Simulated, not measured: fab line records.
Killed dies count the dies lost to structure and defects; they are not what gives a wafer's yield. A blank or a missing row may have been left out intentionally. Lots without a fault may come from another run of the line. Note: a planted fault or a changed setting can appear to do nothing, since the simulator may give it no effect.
Which tool is to blame?	flow sky130	11 lots, 33 wafers sampled, at 6 steps of a route of 708

== WHAT THE GAUGES READ, wafer by wafer ==
SKY_GATE_OXIDE_TW_MEAS_14.
lot	measured	on	GATE_OXIDE_TW
L288	day 16 06:30	filmMetro-02	219.5 220.9 219.6
L294	day 18 03:51	filmMetro-02	220.8 219.8 219.1
L295	day 18 17:35	filmMetro-01	225.2 223.6 223.2
L296	day 19 11:17	filmMetro-03	226.0 227.1 225.9
L299	day 20 02:12	filmMetro-02	222.8 222.5 222.4
L300	day 20 02:22	filmMetro-03	225.8 226.0 225.7
L301	day 20 21:02	filmMetro-01	224.7 224.2 223.6
L302	day 21 05:35	filmMetro-03	224.2 225.0 225.1
L303	day 21 05:47	filmMetro-01	225.6 224.5 225.4
L304	day 21 13:47	filmMetro-02	221.0 220.8 219.7
L305	day 22 04:18	filmMetro-03	225.7 226.3 225.5

SKY_LDD_LDN_OVL_MEAS_07.
lot	measured	on	LDD_LDN_OVL (nm)
L288	day 25 16:09	overlay-02	- - -
L294	day 27 10:31	overlay-02	-1.8 0.1 -1.9
L295	day 28 01:58	overlay-01	-0.2 -1.4 -0.5
L296	day 28 10:41	overlay-02	0.2 -0.4 0.9
L299	day 29 00:29	overlay-01	-1.6 -1.4 -1.3
L300	day 29 04:25	overlay-02	1.7 1.8 3.0
L301	day 29 16:28	overlay-02	0.6 -1.7 -0.4
L302	day 30 00:54	overlay-01	2.1 0.6 -0.6
L303	day 30 01:07	overlay-01	-1.5 -1.4 -1.3
L304	day 30 06:34	overlay-02	2.4 1.8 1.9
L305	day 30 19:43	overlay-02	-1.0 -1.7 -2.9

SKY_LDD_LDN_TW_MEAS_13.
lot	measured	on	LDD_LDN_TW
L288	day 25 16:54	filmMetro-03	30 30 30
L294	day 27 11:16	filmMetro-02	1448 1457 1452
L295	day 28 02:42	filmMetro-03	1498 1496 1490
L296	day 28 11:26	filmMetro-03	1490 1489 1484
L299	day 29 01:14	filmMetro-03	1494 1488 1488
L300	day 29 05:10	filmMetro-03	1484 1499 1484
L301	day 29 17:12	filmMetro-04	1480 1493 1489
L302	day 30 01:38	filmMetro-02	1456 1460 1460
L303	day 30 01:51	filmMetro-04	1482 1486 1492
L304	day 30 07:18	filmMetro-03	1481 1483 1483
L305	day 30 20:27	filmMetro-04	1484 1482 1490

== WHAT TOOL EACH LOT RAN ON (gives the tool, then ch and the chambers of the sampled wafers, and finally the start) ==
lot	SKY_GATE_OXIDE_STRIP_13	SKY_RES_PROTECT_STRIP_07	SKY_LDD_LDN_EXPOSE_04
L288	plasmaAsher-04 ch 0,1, day 16 06:25	plasmaAsher-01 ch 0,1, day 17 14:48	ilineStepper-01 ch 0, day 25 01:02
L294	plasmaAsher-01 ch 0,1, day 18 03:44	plasmaAsher-04 ch 0,1, day 19 18:07	ilineStepper-02 ch 0, day 26 19:58
L295	plasmaAsher-04 ch 0,1, day 18 17:29	plasmaAsher-01 ch 0,1, day 20 10:29	ilineStepper-02 ch 0, day 27 12:08
L296	plasmaAsher-01 ch 0,1, day 19 11:11	plasmaAsher-04 ch 0,1, day 20 20:29	ilineStepper-01 ch 0, day 27 20:53
L299	plasmaAsher-04 ch 0,1, day 20 02:07	plasmaAsher-04 ch 0,1, day 21 12:04	ilineStepper-02 ch 0, day 28 11:34
L300	plasmaAsher-03 ch 0,1, day 20 02:16	plasmaAsher-01 ch 0,1, day 21 12:44	ilineStepper-01 ch 0, day 28 15:42
L301	plasmaAsher-03 ch 0,1, day 20 20:58	plasmaAsher-02 ch 0,1, day 22 06:41	ilineStepper-01 ch 0, day 29 03:21
L302	plasmaAsher-01 ch 0,1, day 21 05:29	plasmaAsher-04 ch 0,1, day 22 15:29	ilineStepper-01 ch 0, day 29 12:23
L303	plasmaAsher-03 ch 0,1, day 21 05:41	plasmaAsher-01 ch 0,1, day 22 16:23	ilineStepper-01 ch 0, day 29 12:40
L304	plasmaAsher-03 ch 0,1, day 21 13:41	plasmaAsher-04 ch 0,1, day 22 23:32	ilineStepper-01 ch 0, day 29 18:18
L305	plasmaAsher-04 ch 0,1, day 22 04:13	plasmaAsher-01 ch 0,1, day 23 13:10	ilineStepper-02 ch 0, day 30 07:17
- SKY_GATE_OXIDE_STRIP_13: strips in O2/N2.
- SKY_RES_PROTECT_STRIP_07: strips in O2/N2.
- SKY_LDD_LDN_EXPOSE_04: exposes mask LDNTM, target cd 700 nm.

== AS READ BY THE TOOLS THEMSELVES (means over the sampled wafers that have a number; for cases with no such wafer, the mark the record gives instead) ==
SKY_GATE_OXIDE_STRIP_13.
lot	tool	drypumpMotorCurrentA (A)	n2FlowSccm (sccm)	oesProductAu (a.u.)	stripTimeToEndpointS (s)
L288	plasmaAsher-04	5.9	300.6	0.715	14.14
L294	plasmaAsher-01	5.9	300.9	0.714	14.19
L295	plasmaAsher-04	6.0	300.5	0.714	14.18
L296	plasmaAsher-01	6.2	301.4	0.713	14.18
L299	plasmaAsher-04	5.9	299.5	0.717	14.17
L300	plasmaAsher-03	5.7	301.0	0.717	14.17
L301	plasmaAsher-03	5.7	299.2	0.716	14.23
L302	plasmaAsher-01	6.1	300.0	0.717	14.19
L303	plasmaAsher-03	5.6	298.8	0.716	14.18
L304	plasmaAsher-03	5.3	299.5	0.716	14.14
L305	plasmaAsher-04	5.9	299.3	0.714	14.18

SKY_RES_PROTECT_STRIP_07.
lot	tool	drypumpMotorCurrentA (A)	n2FlowSccm (sccm)	oesProductAu (a.u.)	stripTimeToEndpointS (s)
L288	plasmaAsher-01	6.2	300.1	0.521	23.35
L294	plasmaAsher-04	5.9	299.4	0.518	23.25
L295	plasmaAsher-01	5.9	300.4	0.518	23.33
L296	plasmaAsher-04	5.6	300.0	0.516	23.35
L299	plasmaAsher-04	5.9	299.6	0.515	23.29
L300	plasmaAsher-01	6.2	299.9	0.518	23.33
L301	plasmaAsher-02	5.7	298.9	0.516	23.28
L302	plasmaAsher-04	5.7	300.6	0.516	23.36
L303	plasmaAsher-01	6.1	299.4	0.519	23.27
L304	plasmaAsher-04	5.7	300.6	0.519	23.25
L305	plasmaAsher-01	5.9	300.2	0.517	23.22

SKY_LDD_LDN_EXPOSE_04.
lot	tool	stageVelMmS (mm/s)
L288	ilineStepper-01	500.02
L294	ilineStepper-02	500.34
L295	ilineStepper-02	499.98
L296	ilineStepper-01	500.30
L299	ilineStepper-02	500.04
L300	ilineStepper-01	500.13
L301	ilineStepper-01	500.22
L302	ilineStepper-01	499.96
L303	ilineStepper-01	499.77
L304	ilineStepper-01	500.34
L305	ilineStepper-02	500.12

== THE ANSWER, worked out from the rows above alone ==
Rule: what is usual is taken from the lots themselves. Put in order of their means at a reading, lots are off if they are a third of the lots or fewer, leave a main group of 4 or more, and stand apart from it by a gap of 3 or more times the standard deviation of the main group's means; of several such gaps the widest counts. Not used: any main group whose means are identical at the precision the tables above print for the reading. A lot without any number at a reading at which 4 lots or more have one is off too. Where the step has rows for the other lots, those lots are counted as sound. The gauges are gone through in route order, then the tools' own readings, and for those a lot's mean is taken as printed above. The first step at which some lot is off is used, and at that step the reading that is off furthest; a lot without a number counts as furthest.
Off: at SKY_LDD_LDN_OVL_MEAS_07 (LDD_LDN_OVL), L288. Without a number there: L288. The main group has a mean of -0.2 nm with a standard deviation of 1.4.
If a tool, at a process step before that reading, ran all the lots that are off and no sound lot after the first of them, it fits. Not tried: the gauges at SKY_LDD_LDN_OVL_MEAS_07; whatever is off there is also off at SKY_LDD_LDN_TW_MEAS_13, on other tools, and gauge error can't account for it. No candidate that was tried fits.

== WHAT THE SIMULATOR HAD PUT IN ==
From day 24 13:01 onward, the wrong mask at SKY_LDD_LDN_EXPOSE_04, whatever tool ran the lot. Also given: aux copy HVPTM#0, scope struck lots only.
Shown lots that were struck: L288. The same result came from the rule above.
